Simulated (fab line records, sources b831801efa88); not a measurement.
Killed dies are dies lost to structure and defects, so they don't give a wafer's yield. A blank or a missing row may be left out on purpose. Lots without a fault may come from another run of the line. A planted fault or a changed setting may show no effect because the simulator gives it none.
Chamber matching | flow gf180mcu | GF_V3_CVD_02 on pecvd-02: 3 sister chambers
The step deposits SiO2 from TEOS, target thk 850 nm, time 94.851 s. 3 wafers are shown with their chamber, then 7 later ones without.

WAFERS WITH THEIR CHAMBER
wafer  | chamber | heater_power_w (W)
L086.1 | 2       | 647
L087.1 | 1       | 703
L087.3 | 0       | 627

WAFERS WITHOUT THEIR CHAMBER
wafer  | heater_power_w (W)
L087.6 | 659
L089.3 | 591
L089.4 | 710
L089.6 | 657
L094.1 | 716
L094.2 | 624
L094.4 | 552

WHICH CHAMBER EACH WENT THROUGH
wafer  | from the rows above          | in truth
L087.6 | can't be placed: 2 or 0 or 1 | 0
L089.3 | can't be placed: 0 or 2      | 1
L089.4 | can't be placed: 1 or 2      | 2
L089.6 | can't be placed: 2 or 0 or 1 | 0
L094.1 | can't be placed: 1 or 2      | 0
L094.2 | can't be placed: 0 or 2      | 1
L094.4 | can't be placed: 0 or 2      | 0
Placed correctly: 0 of 7. Can't be placed from these rows: 7 (the true chamber is among the candidates in 4). Placed wrongly: 0.
How it was worked out, from the rows above alone: a wafer's distance from a chamber is the root of the sum, over the readings, of the square of ((its reading less the chamber's mean) divided by the reading's scatter). The wafer belongs to the nearest chamber; if the next one is less than 2 further off, it can't be placed. A chamber's mean is the mean of its shown wafers. The scatter: with one shown wafer a chamber, the root of the mean of the squares of how far each hidden wafer lies from its nearest shown one.
